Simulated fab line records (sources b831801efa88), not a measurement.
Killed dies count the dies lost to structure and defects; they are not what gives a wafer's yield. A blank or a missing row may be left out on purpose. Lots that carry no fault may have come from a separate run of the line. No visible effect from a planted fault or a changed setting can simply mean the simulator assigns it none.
fab line records    flow sfqLine
record: lots: 6  wafers: 18  lastDay: 87
route steps=325 shown C5@248 M6@251
lots that met no fault: taken from a fault-free run of the same line
startH: hours from the record's first day to the start of the lot's first wafer shown    waitH: hours from the lot's prior step to this one    " repeats the value in the row above    L1.1+2: a row that stands for several wafers    - no value present, or no start provided    * or withheld: withheld    < > ~ a bound
route shown NAME@n: a module of which the file shows steps, and the number in the route of the first    usual: mean/standard deviation taken from wafers without a fault    same: alike in all rows    chamber/n: place in a boat    sites: the reading at each site    _std_site: standard deviation across them    _edge_site: outer sites' mean less inner sites'    radiusMm: how far each site lies from the wafer's centre    mask NAME#n: copy n    behind: tool/chamber where the wafer was last shaped    hold: why the lot went on hold/how many hours it stayed there/how the hold came to an end    device: whichever transistor did not switch (one of n, p or np)    end of line: the route-end tests of the same wafers    a step given without rows: its recipe and nothing more    killed: dies that structure and defects cost at the first sort, which is not the same as the wafer's yield    map: the dies of a wafer, with x for killed, . for not killed, _ for no die there
set.NAME: the setting the step ran with; set.NAME@STEP: the setting that earlier step ran with    model.NAME: the simulator's own value behind a step, which no gauge read
certain route steps with their lots: each step a table, each wafer a row
services: the hour from which a tool's chamber was out of use, counted from the record's first day as startH (under 0 if before that day), plus the number of hours and why
== steps ==
step: SFQ_TRILAYER_C5_ETCH_VIA_ETCH_154
recipe: target: SiO2  maskMaterial: PR  chemistry: CHF3  targetDepthNm: 84  sourceW: 500  biasW: 80  pressureMtorr: 30  timeS: withheld  stopOn: Nb
usual: drypumpMotorCurrentA: 5.8/0.45  oesProductAu: 0.898/0.0092
lot.wafer  tool        chamber  startH   waitH  drypumpMotorCurrentA  oesProductAu
L395.2     rieDiel-03  3        1463.45  0.0    6.3                   0.908
L395.5     "           0        "        "      6.1                   0.923
L395.6     "           3        "        "      6.3                   0.904
L400.1     rieDiel-04  3        1796.00  0.0    5.4                   0.895
L400.3     "           1        "        "      6.0                   0.894
L400.5     "           1        "        "      6.0                   0.899
L401.1     rieDiel-03  0        1818.80  0.0    6.1                   0.904
L401.3     "           3        "        "      6.3                   0.896
L401.5     "           3        "        "      6.3                   0.895
L409.2     rieDiel-03  1        1841.86  0.0    5.2                   0.894
L409.4     "           0        "        "      6.1                   0.906
L409.5     "           0        "        "      6.1                   0.905
L413.2     rieDiel-03  2        1854.55  0.0    6.7                   0.913
L413.3     "           0        "        "      6.1                   0.886
L413.6     "           0        "        "      6.1                   0.898
L416.2     rieDiel-03  0        1865.35  0.0    6.1                   0.894
L416.4     "           1        "        "      5.3                   0.912
L416.5     "           2        "        "      6.7                   0.912
step: SFQ_TRILAYER_C5_STRIP_STRIP_155
recipe: gas: O2  powerW: 200  platenTempC: 40  overashFraction: 0.65  chemistry: O2  pressureMtorr: 50
usual: drypumpMotorCurrentA: 5.76/0.28  oesProductAu: 0.995/0.012  platenTempC: 39.99/0.11
lot.wafer  tool         chamber  startH   waitH  drypumpMotorCurrentA  oesProductAu  platenTempC  rfHoursCounterH
L395.2     rieMetal-03  0        1463.50  -      5.93                  0.988         39.76        8
L395.5     "            1        "        "      5.95                  1.011         40.01        -
L395.6     "            0        "        "      5.93                  0.981         40.00        -
L400.1     rieMetal-03  0        1796.04  -      5.93                  0.980         40.01        59
L400.3     "            0        "        "      5.93                  0.984         40.06        -
L400.5     "            1        "        "      5.94                  0.999         39.83        -
L401.1     rieMetal-03  0        1818.84  -      5.92                  0.975         39.95        64
L401.3     "            1        "        "      5.94                  1.008         40.05        -
L401.5     "            0        "        "      5.92                  0.977         39.81        -
L409.2     rieMetal-04  0        1841.91  -      5.02                  0.992         39.94        43
L409.4     "            1        "        "      5.82                  1.004         40.06        -
L409.5     "            0        "        "      5.01                  0.984         39.87        -
L413.2     rieMetal-03  1        1854.60  -      5.95                  0.992         39.87        117
L413.3     "            1        "        "      5.97                  0.985         39.78        -
L413.6     "            1        "        "      5.95                  0.992         39.91        -
L416.2     rieMetal-04  0        1865.40  -      5.02                  0.986         40.03        46
L416.4     "            0        "        "      4.99                  0.991         40.10        -
L416.5     "            1        "        "      5.80                  1.015         39.80        -
step: SFQ_TRILAYER_C5_STRIP_SOLV_CLEAN_156
recipe: chemistry: NMP  tempC: 70  timeS: 600
step: SFQ_TRILAYER_M6_DEP_PRE_CLEAN_158
recipe: gas: Ar  timeS: 22.5  biasV: 250
step: SFQ_TRILAYER_M6_DEP_SPUTTER_157
recipe: material: Nb  basePressurePa: 1.33e-06  chamberPressurePa: 0.1333  substrateTempC: 20  targetThkNm: 200  powerW: 2000  timeS: 133.3
usual: throttleValvePct: 29.6/1.3
same: timeS: 133.3
lot.wafer  tool           chamber  startH   waitH  throttleValvePct
L395.2     pvdSputter-06  -        1464.30  0.0    30.6
L395.5     "              -        "        "      30.4
L395.6     "              -        "        "      29.5
L400.1     pvdSputter-03  -        1797.02  0.0    28.8
L400.3     "              -        "        "      28.4
L400.5     "              -        "        "      29.2
L401.1     pvdSputter-03  -        1819.65  0.0    28.6
L401.3     "              -        "        "      28.5
L401.5     "              -        "        "      28.4
L409.2     pvdSputter-03  -        1842.71  0.0    28.6
L409.4     "              -        "        "      29.9
L409.5     "              -        "        "      30.2
L413.2     pvdSputter-06  -        1855.40  0.0    26.9
L413.3     "              -        "        "      29.7
L413.6     "              -        "        "      27.6
L416.2     pvdSputter-06  -        1866.20  0.0    27.4
L416.4     "              -        "        "      29.9
L416.5     "              -        "        "      30.4
step: SFQ_M6_RS_MEAS_938
recipe: thkMeasGauge: four-point-probe  reads: Nb_of_TRILAYER_M6_DEP_SPUTTER_157
usual: M6_NB_RS: 0.888/0.01
lot.wafer  tool          chamber  startH   waitH  M6_NB_RS[ohm/sq]
L395.2     filmMetro-03  -        1464.41  0.1    0.897
L395.5     "             -        "        "      0.898
L395.6     "             -        "        "      0.877
L400.1     filmMetro-03  -        1797.11  0.0    0.890
L400.3     "             -        "        "      0.884
L400.5     "             -        "        "      0.894
L401.1     filmMetro-03  -        1819.74  0.0    0.880
L401.3     "             -        "        "      0.875
L401.5     "             -        "        "      0.879
L409.2     filmMetro-03  -        1842.82  0.1    0.875
L409.4     "             -        "        "      0.882
L409.5     "             -        "        "      0.882
L413.2     filmMetro-01  -        1855.51  0.1    0.866
L413.3     "             -        "        "      0.886
L413.6     "             -        "        "      0.876
L416.2     filmMetro-01  -        1866.31  0.1    0.873
L416.4     "             -        "        "      0.902
L416.5     "             -        "        "      0.900
step: SFQ_TRILAYER_M6_LITHO_COAT_164
recipe: resist: BARC  spinRpm: 3000  resistThkNm: 62
step: SFQ_TRILAYER_M6_LITHO_COAT_159
recipe: resist: KrF  spinRpm: 3000  resistThkNm: 600
step: SFQ_TRILAYER_M6_LITHO_SOFTBAKE_163
recipe: tempC: withheld  timeS: withheld  resist: KrF
step: SFQ_TRILAYER_M6_LITHO_EXPOSE_160
recipe: maskId: M6  na: 0.6  sourceShape: conventional  sigmaOuter: 0.65  targetCdNm: 500  doseMj: 14.4
step: SFQ_TRILAYER_M6_LITHO_PEB_162
recipe: pebTempC: 115  pebTimeS: 60  resist: KrF
step: SFQ_TRILAYER_M6_LITHO_DEVELOP_161
recipe: timeS: 60  resist: KrF
usual: chillPlateTempC: 23.00/0.11  exhaustPa: 44.9/0.86  timeS: 60/0
lot.wafer  tool           chamber  startH   waitH  chillPlateTempC  exhaustPa  timeS  model.KrF_of_TRILAYER_M6_LITHO_COAT_159.thkNm
L395.2     lithoTrack-04  0        1562.22  0.1    23.06            44.7       60     572.9
L395.5     "              0        "        "      22.86            45.5       60     575
L395.6     "              0        "        "      23.08            45.6       60     575.1
L400.1     lithoTrack-03  -        1800.73  0.1    -                -          -      601.3
L400.3     "              -        "        "      -                -          -      600.3
L400.5     "              -        "        "      -                -          -      598.3
L401.1     lithoTrack-01  -        1891.71  0.1    -                -          -      598.8
L401.3     "              -        "        "      -                -          -      597
L401.5     "              -        "        "      -                -          -      599.4
L409.2     lithoTrack-01  0        1928.54  0.1    22.83            44.2       60     572.9
L409.4     "              0        "        "      22.83            44.5       60     574.9
L409.5     "              0        "        "      22.83            44.0       60     574.1
L413.2     lithoTrack-01  0        1948.18  0.1    22.94            44.6       60     575.3
L413.3     "              0        "        "      22.92            44.3       60     575.4
L413.6     "              0        "        "      22.87            45.4       60     576.4
L416.2     lithoTrack-03  0        1958.98  0.1    22.86            43.4       60     573.9
L416.4     "              0        "        "      23.04            43.7       60     574.8
L416.5     "              0        "        "      22.94            44.6       60     574
step: SFQ_M6_OVL_MEAS_940
usual: M6_OVL: -2/5.6
lot.wafer  tool        chamber  startH   waitH  M6_OVL[nm]
L395.2     overlay-02  -        1562.36  0.1    9
L395.5     "           -        "        "      3
L395.6     "           -        "        "      0
L400.1     overlay-01  -        1800.88  0.1    -
L400.3     "           -        "        "      -
L400.5     "           -        "        "      -
L401.1     overlay-02  -        1891.86  0.1    -
L401.3     "           -        "        "      -
L401.5     "           -        "        "      -
L409.2     overlay-01  -        1928.67  0.1    -12
L409.4     "           -        "        "      -11
L409.5     "           -        "        "      -10
L413.2     overlay-01  -        1948.32  0.1    -2
L413.3     "           -        "        "      -2
L413.6     "           -        "        "      0
L416.2     overlay-01  -        1959.12  0.1    -2
L416.4     "           -        "        "      1
L416.5     "           -        "        "      -2
== services ==
tool           chamber  startH   hours  kind
rieDiel-03     -        1448.79  0.2    repair
rieDiel-04     -        1474.42  0.6    repair
rieDiel-03     3        1490.79  1.6    repair
rieDiel-03     2        1503.37  3.5    repair
rieDiel-04     1        1504.00  5.9    repair
rieDiel-03     -        1562.79  0.9    repair
pvdSputter-03  -        1567.56  5.1    repair
rieDiel-04     2        1569.73  20.4   repair
rieDiel-03     -        1587.88  4.3    pm
rieDiel-03     1        1620.14  2.1    repair
rieMetal-03    1        1721.10  3.7    repair
rieDiel-04     3        1726.92  32.9   repair
rieMetal-03    -        1766.97  0.3    repair
rieDiel-03     1        1771.98  2.5    repair
rieMetal-04    1        1777.14  2.5    repair
pvdSputter-06  -        1781.39  1.0    repair
rieMetal-04    0        1787.55  15.9   repair
rieMetal-03    -        1787.60  5.7    repair
rieDiel-03     -        1791.39  1.0    repair
rieDiel-03     1        1851.09  11.9   repair
rieMetal-04    -        1895.26  4.0    pm
rieDiel-03     -        1911.03  2.8    pm
rieMetal-04    0        1914.14  24.2   repair
rieMetal-03    -        1950.24  2.8    pm
== key ==
firstSign: step: SFQ_TRILAYER_M6_LITHO_DEVELOP_161  reading: toolRecord  direction: missing
effect none on later readings
modelEffect: step: SFQ_TRILAYER_M6_LITHO_DEVELOP_161  value: KrF_of_TRILAYER_M6_LITHO_COAT_159.thkNm  without: 573.8  struck: 599.2
metAt SFQ_TRILAYER_M6_LITHO_DEVELOP_161
struckWafers L400.1,L400.3,L400.5,L401.1,L401.3,L401.5
fault: kind: skippedStepWhole  tool: lithoTrack-01,lithoTrack-03  chamber: -  onsetH: 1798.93  steps: SFQ_TRILAYER_M6_LITHO_DEVELOP_161  scope: struckLotsOnly
